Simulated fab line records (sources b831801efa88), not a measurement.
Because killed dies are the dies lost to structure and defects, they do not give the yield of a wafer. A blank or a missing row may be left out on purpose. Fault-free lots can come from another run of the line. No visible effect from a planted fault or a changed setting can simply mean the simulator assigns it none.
Which tool did it? -- flow sky130 -- 7 lots, 21 wafers sampled, at 4 steps of a route of 708

== WHAT EACH GAUGE READ, for each wafer ==
SKY_LI_CONTACT_BOW_MEAS_03.
lot,measured,on,LI_CONTACT_BOW (um)
L590,day 28 07:47,film metro-02,43 62 67
L592,day 29 01:18,film metro-01,58 55 64
L594,day 30 08:16,film metro-04,54 51 53
L596,day 30 21:07,film metro-02,43 60 60
L598,day 31 09:16,film metro-02,51 55 56
L601,day 32 15:18,film metro-04,51 52 51
L603,day 33 12:56,film metro-02,70 52 64

== WHICH TOOL RAN EACH LOT (tool, then ch and the chambers of the sampled wafers, then the start) ==
lot,SKY_SD_N_COAT_02,SKY_SD_N_STRIP_11,SKY_SD_N_RTA_14
L590,"litho track-01 ch 0, day 27 15:45","plasma asher-02 ch 0,1, day 28 06:33","rtp anneal-01 ch 0, day 28 06:46"
L592,"litho track-02 ch 0, day 28 09:17","plasma asher-02 ch 0,1, day 29 00:03","rtp anneal-01 ch 0, day 29 00:17"
L594,"litho track-01 ch 0, day 29 15:52","plasma asher-04 ch 0,1, day 30 07:01","rtp anneal-01 ch 0, day 30 07:14"
L596,"litho track-02 ch 0, day 30 05:58","plasma asher-02 ch 0, day 30 19:53","rtp anneal-01 ch 0, day 30 20:06"
L598,"litho track-01 ch 0, day 30 17:39","plasma asher-02 ch 0,1, day 31 07:52","rtp anneal-01 ch 0, day 31 08:05"
L601,"litho track-03 ch 0, day 32 00:01","plasma asher-02 ch 0,1, day 32 14:03","rtp anneal-02 ch 0, day 32 14:17"
L603,"litho track-03 ch 0, day 32 21:06","plasma asher-02 ch 0,1, day 33 11:42","rtp anneal-02 ch 0, day 33 11:55"
- SKY_SD_N_COAT_02: resist thk 1140 nm.
- SKY_SD_N_STRIP_11: strips in O2/N2.
- SKY_SD_N_RTA_14: time 2 s.

== THE ANSWER, worked out from the rows above alone ==
Rule: the lots themselves supply what counts as usual. Put in order of their means at a reading, lots are off if they are a third of the lots or fewer, leave a main group of 4 or more, and stand apart from it by a gap of 3 or more times the standard deviation of the main group's means; of several such gaps the widest counts. A main group whose means are all the same, to the digits that the tables above print for the reading, isn't used. Also off: a lot with no number at a reading for which 4 or more lots have one. The other lots that the step has rows for count as sound.
None of the lots is off at any reading shown; this tells nothing.

== WHAT THE SIMULATOR HAD PUT IN ==
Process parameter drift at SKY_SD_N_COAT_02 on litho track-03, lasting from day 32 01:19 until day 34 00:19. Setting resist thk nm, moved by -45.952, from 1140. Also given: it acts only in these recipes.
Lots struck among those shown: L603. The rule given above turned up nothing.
